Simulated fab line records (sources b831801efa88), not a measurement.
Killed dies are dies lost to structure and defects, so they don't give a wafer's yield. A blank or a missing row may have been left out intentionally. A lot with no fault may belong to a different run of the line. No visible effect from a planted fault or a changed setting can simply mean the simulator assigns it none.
fab line records ; flow sky130 ; part 1 of 2: steps 1 to 30 of 38
[record] lots = 5; wafers = 15; lastDay = 50
route steps=708 shown METAL4@599 CAP2M@603
lots with no fault: from the same line, run without faults
startH: the number of hours between the record's first day and the start of the first shown wafer of the lot ; waitH: how many hours have passed since the lot's step before this one ; " as in the row above ; L1.1+2: a single row standing in for several wafers ; - value missing, or start not given ; * or withheld: withheld ; < > ~ a bound
route shown NAME@n: names a module that has steps shown in the file, with the first one's number in the route ; usual: mean and standard deviation over wafers with no fault ; same: alike in all rows ; chamber/n: place in a boat ; sites: each site's reading ; _std_site: their standard deviation ; _edge_site: the outer-site mean with the inner-site mean subtracted ; radiusMm: how far each site lies from the wafer's centre ; mask NAME#n: copy n ; behind: the tool/chamber that last shaped the wafer ; hold: cause of the lot's hold/its duration in hours/its outcome ; device: transistor that didn't switch, given as n, p or np ; end of line: at the end of the route, the tests of the same wafers ; a step given without rows: its recipe and nothing more ; killed: count of dies lost to structure and defects at first sort (not the wafer's yield) ; map: dies across one wafer; x = killed, . = not, _ = none there
set.NAME: the setting that was run; set.NAME@STEP: the one run at that earlier step ; model.NAME: the simulator's own value behind a step, which no gauge read
lots at selected steps of the route; one table per step, one row per wafer
services: the hour from which a tool's chamber was out of use, counted from the record's first day as startH (under 0 if before that day), plus the number of hours and why
[[steps]]
[step SKY_METAL4_SPUTTER_01]
[recipe] material = TiN; targetThkNm = 20; powerW = 6500; timeS = 16.7; chamberPressurePa = 0.4
[usual] throttleValvePct = 30.6/0.76
lot.wafer;tool;chamber;startH;waitH;throttleValvePct
L077.1;pvdSputter-01;-;943.89;0.0;31.1
L077.5;pvdSputter-01;-;943.89;0.0;31.5
L077.6;pvdSputter-01;-;943.89;0.0;30.3
L078.1;pvdSputter-01;-;955.54;0.0;30.6
L078.3;pvdSputter-01;-;955.54;0.0;31.4
L078.5;pvdSputter-01;-;955.54;0.0;31.5
L081.1;pvdSputter-01;-;972.97;0.0;30.0
L081.4;pvdSputter-01;-;972.97;0.0;31.4
L081.6;pvdSputter-01;-;972.97;0.0;31.2
L094.3;pvdSputter-04;-;1060.77;0.0;30.8
L094.4;pvdSputter-04;-;1060.77;0.0;31.0
L094.6;pvdSputter-04;-;1060.77;0.0;31.5
L096.1;pvdSputter-01;-;1069.53;0.0;30.1
L096.3;pvdSputter-01;-;1069.53;0.0;29.9
L096.6;pvdSputter-01;-;1069.53;0.0;31.3
[step SKY_METAL4_SPUTTER_02]
[recipe] material = AlCu; targetThkNm = 735; powerW = 10600; timeS = 39.1; chamberPressurePa = 0.4
[usual] throttleValvePct = 30.6/0.76
lot.wafer;tool;chamber;startH;waitH;throttleValvePct
L077.1;pvdSputter-01;-;943.91;0.0;31.2
L077.5;pvdSputter-01;-;943.91;0.0;31.3
L077.6;pvdSputter-01;-;943.91;0.0;30.2
L078.1;pvdSputter-01;-;955.57;0.0;30.5
L078.3;pvdSputter-01;-;955.57;0.0;31.3
L078.5;pvdSputter-01;-;955.57;0.0;31.4
L081.1;pvdSputter-01;-;972.99;0.0;29.9
L081.4;pvdSputter-01;-;972.99;0.0;31.2
L081.6;pvdSputter-01;-;972.99;0.0;31.4
L094.3;pvdSputter-04;-;1060.79;0.0;30.4
L094.4;pvdSputter-04;-;1060.79;0.0;30.9
L094.6;pvdSputter-04;-;1060.79;0.0;31.3
L096.1;pvdSputter-01;-;1069.56;0.0;30.2
L096.3;pvdSputter-01;-;1069.56;0.0;29.8
L096.6;pvdSputter-01;-;1069.56;0.0;31.3
[step SKY_METAL4_SPUTTER_03]
[recipe] material = Ti; targetThkNm = 5; powerW = 3000; timeS = 3.3; chamberPressurePa = 0.4
[usual] throttleValvePct = 30.6/0.77
lot.wafer;tool;chamber;startH;waitH;throttleValvePct
L077.1;pvdSputter-01;-;943.95;0.0;31.5
L077.5;pvdSputter-01;-;943.95;0.0;31.4
L077.6;pvdSputter-01;-;943.95;0.0;30.3
L078.1;pvdSputter-01;-;955.61;0.0;30.4
L078.3;pvdSputter-01;-;955.61;0.0;31.5
L078.5;pvdSputter-01;-;955.61;0.0;31.3
L081.1;pvdSputter-01;-;973.03;0.0;29.7
L081.4;pvdSputter-01;-;973.03;0.0;31.3
L081.6;pvdSputter-01;-;973.03;0.0;31.4
L094.3;pvdSputter-04;-;1060.83;0.0;30.9
L094.4;pvdSputter-04;-;1060.83;0.0;31.1
L094.6;pvdSputter-04;-;1060.83;0.0;31.3
L096.1;pvdSputter-01;-;1069.59;0.0;30.3
L096.3;pvdSputter-01;-;1069.59;0.0;30.0
L096.6;pvdSputter-01;-;1069.59;0.0;31.4
[step SKY_METAL4_SPUTTER_04]
[recipe] material = TiN; targetThkNm = 70; powerW = 6500; timeS = 58.3; chamberPressurePa = 0.4
[usual] throttleValvePct = 30.6/0.78
lot.wafer;tool;chamber;startH;waitH;throttleValvePct
L077.1;pvdSputter-01;-;943.97;0.0;31.4
L077.5;pvdSputter-01;-;943.97;0.0;31.4
L077.6;pvdSputter-01;-;943.97;0.0;30.5
L078.1;pvdSputter-01;-;955.63;0.0;30.6
L078.3;pvdSputter-01;-;955.63;0.0;31.2
L078.5;pvdSputter-01;-;955.63;0.0;31.0
L081.1;pvdSputter-01;-;973.05;0.0;29.7
L081.4;pvdSputter-01;-;973.05;0.0;31.4
L081.6;pvdSputter-01;-;973.05;0.0;31.2
L094.3;pvdSputter-04;-;1060.85;0.0;30.7
L094.4;pvdSputter-04;-;1060.85;0.0;30.8
L094.6;pvdSputter-04;-;1060.85;0.0;31.4
L096.1;pvdSputter-01;-;1069.61;0.0;30.3
L096.3;pvdSputter-01;-;1069.61;0.0;30.0
L096.6;pvdSputter-01;-;1069.61;0.0;31.2
[step SKY_CAP2M_CVD_00]
[recipe] material = SiO2; targetThkNm = 15.5; tempC = 400; timeS = withheld; rfW = 450
[usual] heaterPowerW = 804/110
lot.wafer;tool;chamber;startH;waitH;heaterPowerW
L077.1;pecvd-03;1;944.02;0.0;829
L077.5;pecvd-03;2;944.02;0.0;890
L077.6;pecvd-03;0;944.02;0.0;727
L078.1;pecvd-04;1;955.67;0.0;740
L078.3;pecvd-04;2;955.67;0.0;624
L078.5;pecvd-04;0;955.67;0.0;717
L081.1;pecvd-01;1;973.10;0.0;934
L081.4;pecvd-01;1;973.10;0.0;934
L081.6;pecvd-01;2;973.10;0.0;631
L094.3;pecvd-03;1;1060.90;0.0;777
L094.4;pecvd-03;0;1060.90;0.0;844
L094.6;pecvd-03;2;1060.90;0.0;897
L096.1;pecvd-04;2;1069.66;0.0;686
L096.3;pecvd-04;1;1069.66;0.0;798
L096.6;pecvd-04;0;1069.66;0.0;638
[step SKY_CAP2M_THK_MEAS_01]
[recipe] reads = SiO2_of_CAP2M_CVD_00
[usual] CAP2M_CVD_00_THK = 15.50/0.26
lot.wafer;tool;chamber;startH;waitH;CAP2M_CVD_00_THK[nm]
L077.1;filmMetro-04;-;944.04;-;15.26
L077.5;filmMetro-04;-;944.04;-;15.76
L077.6;filmMetro-04;-;944.04;-;15.17
L078.1;filmMetro-04;-;955.70;-;15.19
L078.3;filmMetro-04;-;955.70;-;15.15
L078.5;filmMetro-04;-;955.70;-;15.49
L081.1;filmMetro-01;-;973.12;-;15.61
L081.4;filmMetro-01;-;973.12;-;15.85
L081.6;filmMetro-01;-;973.12;-;15.89
L094.3;filmMetro-04;-;1060.94;-;14.97
L094.4;filmMetro-04;-;1060.94;-;15.41
L094.6;filmMetro-04;-;1060.94;-;15.60
L096.1;filmMetro-04;-;1069.68;-;14.98
L096.3;filmMetro-04;-;1069.68;-;15.32
L096.6;filmMetro-04;-;1069.68;-;15.80
[step SKY_CAP2M_SPUTTER_02]
[recipe] material = TiN; targetThkNm = 200; tempC = 300; powerW = 6500; timeS = 166.7; chamberPressurePa = 0.4
[usual] throttleValvePct = 30.8/0.68
lot.wafer;tool;chamber;startH;waitH;throttleValvePct
L077.1;pvdSputter-02;-;944.10;0.1;30.8
L077.5;pvdSputter-02;-;944.10;0.1;31.3
L077.6;pvdSputter-02;-;944.10;0.1;31.4
L078.1;pvdSputter-03;-;955.76;0.1;30.9
L078.3;pvdSputter-03;-;955.76;0.1;29.2
L078.5;pvdSputter-03;-;955.76;0.1;31.9
L081.1;pvdSputter-03;-;973.18;0.1;31.6
L081.4;pvdSputter-03;-;973.18;0.1;29.6
L081.6;pvdSputter-03;-;973.18;0.1;30.9
L094.3;pvdSputter-01;-;1060.98;0.0;30.3
L094.4;pvdSputter-01;-;1060.98;0.0;30.4
L094.6;pvdSputter-01;-;1060.98;0.0;31.4
L096.1;pvdSputter-02;-;1069.74;0.1;31.4
L096.3;pvdSputter-02;-;1069.74;0.1;31.0
L096.6;pvdSputter-02;-;1069.74;0.1;30.8
[step SKY_CAP2M_RS_MEAS_03]
[recipe] thkMeasGauge = four-point-probe; reads = TiN_of_CAP2M_SPUTTER_02
[usual] CAP2M_TIN_RS = 6.86/0.089
lot.wafer;tool;chamber;startH;waitH;CAP2M_TIN_RS[ohm/sq]
L077.1;filmMetro-01;-;944.21;0.1;7.01
L077.5;filmMetro-01;-;944.21;0.1;6.96
L077.6;filmMetro-01;-;944.21;0.1;6.95
L078.1;filmMetro-01;-;955.87;0.1;6.73
L078.3;filmMetro-01;-;955.87;0.1;6.84
L078.5;filmMetro-01;-;955.87;0.1;6.88
L081.1;filmMetro-01;-;973.29;0.1;6.98
L081.4;filmMetro-01;-;973.29;0.1;6.76
L081.6;filmMetro-01;-;973.29;0.1;6.87
L094.3;filmMetro-01;-;1061.13;0.1;6.86
L094.4;filmMetro-01;-;1061.13;0.1;6.81
L094.6;filmMetro-01;-;1061.13;0.1;6.82
L096.1;filmMetro-04;-;1069.85;0.1;6.83
L096.3;filmMetro-04;-;1069.85;0.1;6.80
L096.6;filmMetro-04;-;1069.85;0.1;6.97
[step SKY_CAP2M_THK_MEAS_04]
[recipe] thkMeasGauge = xrf; reads = TiN_of_CAP2M_SPUTTER_02
[usual] CAP2M_TIN_THK = 201/3
lot.wafer;tool;chamber;startH;waitH;CAP2M_TIN_THK[nm]
L077.1;filmMetro-01;-;944.33;0.1;198
L077.5;filmMetro-01;-;944.33;0.1;199
L077.6;filmMetro-01;-;944.33;0.1;200
L078.1;filmMetro-01;-;955.99;0.1;207
L078.3;filmMetro-01;-;955.99;0.1;203
L078.5;filmMetro-01;-;955.99;0.1;201
L081.1;filmMetro-01;-;973.41;0.1;199
L081.4;filmMetro-01;-;973.41;0.1;205
L081.6;filmMetro-01;-;973.41;0.1;202
L094.3;filmMetro-01;-;1061.23;0.1;202
L094.4;filmMetro-01;-;1061.23;0.1;204
L094.6;filmMetro-01;-;1061.23;0.1;203
L096.1;filmMetro-04;-;1069.97;0.1;200
L096.3;filmMetro-04;-;1069.97;0.1;203
L096.6;filmMetro-04;-;1069.97;0.1;198
[step SKY_CAP2M_DEHYDRATE_05]
[recipe] tempC = 200; timeS = 60
lot.wafer;tool;chamber;startH;waitH
L077.1+5+6;lithoTrack-03;0;954.49;10.1
L078.1+3+5;lithoTrack-02;0;967.83;11.8
L081.1+4+6;lithoTrack-01;0;984.81;11.4
L094.3+4+6;lithoTrack-02;0;1071.48;10.2
L096.1+3+6;lithoTrack-01;0;1079.46;9.5
[step SKY_CAP2M_HMDS_06]
[recipe] primeTimeS = 60; primeTempC = 120
[usual] primeTempC = 120.02/0.14
lot.wafer;tool;chamber;startH;waitH;primeTempC
L077.1;lithoTrack-03;0;954.64;0.1;119.86
L077.5;lithoTrack-03;0;954.64;0.1;120.01
L077.6;lithoTrack-03;0;954.64;0.1;119.83
L078.1;lithoTrack-02;0;967.98;0.1;119.97
L078.3;lithoTrack-02;0;967.98;0.1;119.98
L078.5;lithoTrack-02;0;967.98;0.1;120.23
L081.1;lithoTrack-01;0;984.96;0.1;120.12
L081.4;lithoTrack-01;0;984.96;0.1;120.12
L081.6;lithoTrack-01;0;984.96;0.1;119.96
L094.3;lithoTrack-02;0;1071.63;0.1;119.92
L094.4;lithoTrack-02;0;1071.63;0.1;119.89
L094.6;lithoTrack-02;0;1071.63;0.1;119.79
L096.1;lithoTrack-01;0;1079.61;0.1;119.91
L096.3;lithoTrack-01;0;1079.61;0.1;119.83
L096.6;lithoTrack-01;0;1079.61;0.1;120.02
[step SKY_CAP2M_COAT_07]
[recipe] resist = NOVOLAK; spinRpm = 3000; resistThkNm = 1140
lot.wafer;tool;chamber;startH;waitH
L077.1+5+6;lithoTrack-03;0;954.79;0.1
L078.1+3+5;lithoTrack-02;0;968.13;0.1
L081.1+4+6;lithoTrack-01;0;985.11;0.1
L094.3+4+6;lithoTrack-02;0;1071.78;0.1
L096.1+3+6;lithoTrack-01;0;1079.76;0.1
[step SKY_CAP2M_SOFTBAKE_08]
[recipe] tempC = 90; timeS = 60; resist = NOVOLAK
lot.wafer;tool;chamber;startH;waitH
L077.1+5+6;lithoTrack-03;0;954.94;0.1
L078.1+3+5;lithoTrack-02;0;968.28;0.1
L081.1+4+6;lithoTrack-01;0;985.26;0.1
L094.3+4+6;lithoTrack-02;0;1071.93;0.1
L096.1+3+6;lithoTrack-01;0;1079.91;0.1
[step SKY_CAP2M_EXPOSE_09]
[recipe] maskId = CAP2M; na = 0.6; sourceShape = conventional; sigmaOuter = 0.6; polarization = unpolarized; targetCdNm = 1000; doseMj = 159
[usual] stageVelMmS = 500.05/0.25
lot.wafer;tool;chamber;startH;waitH;mask;stageVelMmS
L077.1;ilineStepper-01;0;-;-;CAP2M#0;500.11
L077.5;ilineStepper-01;0;-;-;CAP2M#0;499.91
L077.6;ilineStepper-01;0;-;-;CAP2M#0;500.06
L078.1;ilineStepper-01;0;-;-;CAP2M#0;500.12
L078.3;ilineStepper-01;0;-;-;CAP2M#0;500.76
L078.5;ilineStepper-01;0;-;-;CAP2M#0;500.44
L081.1;ilineStepper-01;0;-;-;CAP2M#0;499.83
L081.4;ilineStepper-01;0;-;-;CAP2M#0;500.18
L081.6;ilineStepper-01;0;-;-;CAP2M#0;499.95
L094.3;ilineStepper-01;0;-;-;CAP2M#0;500.28
L094.4;ilineStepper-01;0;-;-;CAP2M#0;500.43
L094.6;ilineStepper-01;0;-;-;CAP2M#0;500.24
L096.1;ilineStepper-02;0;-;-;CAP2M#0;500.52
L096.3;ilineStepper-02;0;-;-;CAP2M#0;500.33
L096.6;ilineStepper-02;0;-;-;CAP2M#0;500.14
[step SKY_CAP2M_PEB_10]
[recipe] tempC = withheld; timeS = *; resist = NOVOLAK
lot.wafer;tool;chamber;startH;waitH
L077.1+5+6;lithoTrack-03;0;-;-
L078.1+3+5;lithoTrack-01;0;-;-
L081.1+4+6;lithoTrack-01;0;-;-
L094.3+4+6;lithoTrack-03;0;-;-
L096.1+3+6;lithoTrack-02;0;-;-
[step SKY_CAP2M_DEVELOP_11]
[recipe] resist = NOVOLAK; developer = TMAH; developTimeS = 60; devTempC = 23
lot.wafer;tool;chamber;startH;waitH
L077.1+5+6;lithoTrack-03;0;967.19;0.1
L078.1+3+5;lithoTrack-01;0;979.56;0.1
L081.1+4+6;lithoTrack-01;0;996.51;0.1
L094.3+4+6;lithoTrack-03;0;1081.54;0.1
L096.1+3+6;lithoTrack-02;0;1090.13;0.1
[step SKY_CAP2M_OVL_MEAS_12]
[usual] CAP2M_OVL = -0.3/1.4
lot.wafer;tool;chamber;startH;waitH;CAP2M_OVL[nm]
L077.1;overlay-02;-;967.34;0.1;0.5
L077.5;overlay-02;-;967.34;0.1;-1.8
L077.6;overlay-02;-;967.34;0.1;-0.4
L078.1;overlay-01;-;979.71;0.1;-1.5
L078.3;overlay-01;-;979.71;0.1;-4.3
L078.5;overlay-01;-;979.71;0.1;-0.3
L081.1;overlay-01;-;996.66;0.1;1.7
L081.4;overlay-01;-;996.66;0.1;2.0
L081.6;overlay-01;-;996.66;0.1;0.0
L094.3;overlay-01;-;1081.65;0.1;0.2
L094.4;overlay-01;-;1081.65;0.1;-1.5
L094.6;overlay-01;-;1081.65;0.1;-1.2
L096.1;overlay-02;-;1090.28;0.1;-1.5
L096.3;overlay-02;-;1090.28;0.1;-2.6
L096.6;overlay-02;-;1090.28;0.1;-0.3
[step SKY_CAP2M_METAL_ETCH_13]
[recipe] targetDepthNm = 220; stopOn = SiO2; chemistry = Cl2/BCl3; target = TiN; pressureMtorr = 10; icpW = 900; biasW = 47.28; Cl2_flow_sccm = 60; bcl3FlowSccm = 30; timeS = 62.9
[usual] drypumpMotorCurrentA = 6.10/0.28; oesProductAu = 0.945/0.0085; throttleValvePct = 21.900/0.01
lot.wafer;tool;chamber;startH;waitH;drypumpMotorCurrentA;oesProductAu;rfHoursCounterH;throttleValvePct
L077.1;rieMetal-04;1;967.38;0.0;6.48;0.934;15;21.900
L077.5;rieMetal-04;1;967.38;0.0;6.46;0.941;-;21.919
L077.6;rieMetal-04;0;967.38;0.0;6.10;0.936;-;21.885
L078.1;rieMetal-01;0;979.74;0.0;5.59;0.957;5;21.891
L078.3;rieMetal-01;1;979.74;0.0;6.25;0.951;-;21.898
L078.5;rieMetal-01;1;979.74;0.0;6.27;0.941;-;21.905
L081.1;rieMetal-04;0;996.69;0.0;6.11;0.932;11;21.912
L081.4;rieMetal-04;0;996.69;0.0;6.12;0.953;-;21.892
L081.6;rieMetal-04;0;996.69;0.0;6.11;0.943;-;21.890
L094.3;rieMetal-04;1;1081.70;0.0;6.47;0.949;-;21.899
L094.4;rieMetal-04;0;1081.70;0.0;6.12;0.944;-;21.904
L094.6;rieMetal-04;0;1081.70;0.0;6.14;0.947;-;21.901
L096.1;rieMetal-01;0;1090.32;0.0;5.59;0.948;10;21.901
L096.3;rieMetal-01;0;1090.32;0.0;5.61;0.943;-;21.886
L096.6;rieMetal-01;0;1090.32;0.0;5.60;0.942;-;21.916
[step SKY_CAP2M_STRIP_14]
[recipe] chemistry = O2/N2; powerW = 1400; pressureMtorr = 1500; platenTempC = withheld; o2FlowSccm = 3000; n2FlowSccm = 300; overashFraction = 0.5
[usual] drypumpMotorCurrentA = 5.77/0.26; oesProductAu = 0.710/0.0046; stripTimeToEndpointS = 12.70/0.063
lot.wafer;tool;chamber;startH;waitH;drypumpMotorCurrentA;oesProductAu;rfHoursCounterH;stripTimeToEndpointS
L077.1;plasmaAsher-04;0;967.45;0.1;6.17;0.712;22;12.74
L077.5;plasmaAsher-04;0;967.45;0.1;6.18;0.708;-;12.69
L077.6;plasmaAsher-04;1;967.45;0.1;5.80;0.718;-;12.72
L078.1;plasmaAsher-02;1;979.82;0.1;5.46;0.712;120;12.75
L078.3;plasmaAsher-02;0;979.82;0.1;5.73;0.705;-;12.73
L078.5;plasmaAsher-02;1;979.82;0.1;5.46;0.706;-;12.68
L081.1;plasmaAsher-04;0;996.85;0.1;6.18;0.711;26;12.70
L081.4;plasmaAsher-04;0;996.85;0.1;6.18;0.712;-;12.72
L081.6;plasmaAsher-04;0;996.85;0.1;6.20;0.706;-;12.67
L094.3;plasmaAsher-01;1;1081.81;0.1;5.43;0.708;-;12.76
L094.4;plasmaAsher-01;0;1081.81;0.1;5.99;0.707;-;12.72
L094.6;plasmaAsher-01;0;1081.81;0.1;6.01;0.714;-;12.67
L096.1;plasmaAsher-01;0;1090.40;0.1;6.04;0.699;94;12.75
L096.3;plasmaAsher-01;0;1090.40;0.1;6.02;0.711;-;12.71
L096.6;plasmaAsher-01;1;1090.40;0.1;5.47;0.709;-;12.78
[step SKY_CAP2M_STRIP_15]
[recipe] chemistry = postEtchResidueRemover; timeS = 1200; tempC = 72.5
[usual] bathHeatDutyPct = 14.9/1.5
lot.wafer;tool;chamber;startH;waitH;bathHeatDutyPct
L077.1;wetBench-02;2;967.55;0.1;15.7
L077.5;wetBench-02;2;967.55;0.1;16.0
L077.6;wetBench-02;2;967.55;0.1;16.3
L078.1;wetBench-03;0;979.92;0.1;16.9
L078.3;wetBench-03;0;979.92;0.1;16.2
L078.5;wetBench-03;0;979.92;0.1;17.2
L081.1;wetBench-02;0;996.95;0.1;15.8
L081.4;wetBench-02;0;996.95;0.1;15.2
L081.6;wetBench-02;0;996.95;0.1;15.0
L094.3;wetBench-02;3;1081.88;0.0;12.7
L094.4;wetBench-02;3;1081.88;0.0;14.8
L094.6;wetBench-02;3;1081.88;0.0;13.5
L096.1;wetBench-02;1;1090.50;0.1;14.2
L096.3;wetBench-02;1;1090.50;0.1;14.7
L096.6;wetBench-02;1;1090.50;0.1;14.8
[step SKY_CAP2M_CLEAN_16]
[recipe] chemistry = IPA; timeS = 180; tempC = 25
[usual] bathHeatDutyPct = 6.3/0.72
lot.wafer;tool;chamber;startH;waitH;bathHeatDutyPct
L077.1;wetBench-02;0;967.89;0.0;5.9
L077.5;wetBench-02;0;967.89;0.0;6.8
L077.6;wetBench-02;0;967.89;0.0;6.5
L078.1;wetBench-01;1;980.26;0.0;6.8
L078.3;wetBench-01;1;980.26;0.0;6.9
L078.5;wetBench-01;1;980.26;0.0;7.3
L081.1;wetBench-03;1;997.29;0.0;5.9
L081.4;wetBench-03;1;997.29;0.0;6.2
L081.6;wetBench-03;1;997.29;0.0;6.2
L094.3;wetBench-02;1;1082.22;0.0;5.3
L094.4;wetBench-02;1;1082.22;0.0;5.7
L094.6;wetBench-02;1;1082.22;0.0;6.7
L096.1;wetBench-01;0;1090.84;0.0;5.7
L096.3;wetBench-01;0;1090.84;0.0;5.3
L096.6;wetBench-01;0;1090.84;0.0;5.1
[step SKY_CAP2M_CLEAN_17]
[recipe] chemistry = O3/DIW; dry = n2Spin
lot.wafer;tool;chamber;startH;waitH
L077.1+5+6;wetBench-02;0;967.95;0.0
L078.1+3+5;wetBench-02;2;980.38;0.0
L081.1+4+6;wetBench-02;2;997.35;0.0
L094.3+4+6;wetBench-02;2;1082.28;0.0
L096.1+3+6;wetBench-02;0;1090.95;0.0
[step SKY_METAL4_DEHYDRATE_05]
[recipe] tempC = 200; timeS = 60
lot.wafer;tool;chamber;startH;waitH
L077.1+5+6;lithoTrack-02;0;978.73;10.7
L078.1+3+5;lithoTrack-02;0;991.88;11.4
L081.1+4+6;lithoTrack-02;0;1008.18;10.7
L094.3+4+6;lithoTrack-04;0;1091.82;9.4
L096.1+3+6;lithoTrack-03;0;1100.09;9.0
[step SKY_METAL4_HMDS_06]
[recipe] primeTimeS = 60; primeTempC = 120
[usual] primeTempC = 120.02/0.13
lot.wafer;tool;chamber;startH;waitH;primeTempC
L077.1;lithoTrack-02;0;978.88;0.1;119.67
L077.5;lithoTrack-02;0;978.88;0.1;119.87
L077.6;lithoTrack-02;0;978.88;0.1;119.86
L078.1;lithoTrack-02;0;992.03;0.1;120.27
L078.3;lithoTrack-02;0;992.03;0.1;119.89
L078.5;lithoTrack-02;0;992.03;0.1;120.02
L081.1;lithoTrack-02;0;1008.33;0.1;120.00
L081.4;lithoTrack-02;0;1008.33;0.1;119.90
L081.6;lithoTrack-02;0;1008.33;0.1;119.91
L094.3;lithoTrack-04;0;1091.97;0.1;120.01
L094.4;lithoTrack-04;0;1091.97;0.1;120.07
L094.6;lithoTrack-04;0;1091.97;0.1;120.07
L096.1;lithoTrack-03;0;1100.24;0.1;120.19
L096.3;lithoTrack-03;0;1100.24;0.1;120.02
L096.6;lithoTrack-03;0;1100.24;0.1;119.79
[step SKY_METAL4_COAT_07]
[recipe] resist = BARC; tempC = withheld; timeS = withheld; spinRpm = 3000; resistThkNm = 60
lot.wafer;tool;chamber;startH;waitH
L077.1+5+6;lithoTrack-02;0;979.03;0.1
L078.1+3+5;lithoTrack-02;0;992.18;0.1
L081.1+4+6;lithoTrack-02;0;1008.48;0.1
L094.3+4+6;lithoTrack-04;0;1092.12;0.1
L096.1+3+6;lithoTrack-03;0;1100.39;0.1
[step SKY_METAL4_COAT_08]
[recipe] resist = KrF-thick; spinRpm = 3000; resistThkNm = 1140
lot.wafer;tool;chamber;startH;waitH
L077.1+5+6;lithoTrack-02;0;-;-
L078.1+3+5;lithoTrack-02;0;-;-
L081.1+4+6;lithoTrack-02;0;-;-
L094.3+4+6;lithoTrack-04;0;-;-
L096.1+3+6;lithoTrack-03;0;-;-
[step SKY_METAL4_SOFTBAKE_09]
[recipe] tempC = 100; timeS = 90; resist = KrF-thick
lot.wafer;tool;chamber;startH;waitH
L077.1+5+6;lithoTrack-02;0;-;-
L078.1+3+5;lithoTrack-02;0;-;-
L081.1+4+6;lithoTrack-02;0;-;-
L094.3+4+6;lithoTrack-04;0;-;-
L096.1+3+6;lithoTrack-03;0;-;-
[step SKY_METAL4_EXPOSE_10]
[recipe] maskId = MM4; na = 0.68; sourceShape = annular; sigmaInner = 0.4; sigmaOuter = 0.8; targetCdNm = 300; doseMj = 28
[usual] stageVelMmS = 500.07/0.25
lot.wafer;tool;chamber;startH;waitH;mask;stageVelMmS
L077.1;krfScanner-02;0;-;-;MM4#0;500.00
L077.5;krfScanner-02;0;-;-;MM4#0;500.42
L077.6;krfScanner-02;0;-;-;MM4#0;500.20
L078.1;krfScanner-01;0;-;-;MM4#0;500.25
L078.3;krfScanner-01;0;-;-;MM4#0;500.02
L078.5;krfScanner-01;0;-;-;MM4#0;500.58
L081.1;krfScanner-02;0;-;-;MM4#0;499.85
L081.4;krfScanner-02;0;-;-;MM4#0;499.88
L081.6;krfScanner-02;0;-;-;MM4#0;500.03
L094.3;krfScanner-01;0;-;-;MM4#0;500.41
L094.4;krfScanner-01;0;-;-;MM4#0;500.46
L094.6;krfScanner-01;0;-;-;MM4#0;500.15
L096.1;krfScanner-01;0;-;-;MM4#0;500.20
L096.3;krfScanner-01;0;-;-;MM4#0;499.85
L096.6;krfScanner-01;0;-;-;MM4#0;499.99
[step SKY_METAL4_PEB_11]
[recipe] pebTempC = withheld; pebTimeS = withheld; resist = KrF-thick
lot.wafer;tool;chamber;startH;waitH
L077.1+5+6;lithoTrack-02;0;-;-
L078.1+3+5;lithoTrack-03;0;-;-
L081.1+4+6;lithoTrack-03;0;-;-
L094.3+4+6;lithoTrack-03;0;-;-
L096.1+3+6;lithoTrack-02;0;-;-
[step SKY_METAL4_DEVELOP_12]
[recipe] developTimeS = 60; resist = KrF-thick; devTempC = 21
lot.wafer;tool;chamber;startH;waitH
L077.1+5+6;lithoTrack-02;0;-;-
L078.1+3+5;lithoTrack-03;0;-;-
L081.1+4+6;lithoTrack-03;0;-;-
L094.3+4+6;lithoTrack-03;0;-;-
L096.1+3+6;lithoTrack-02;0;-;-
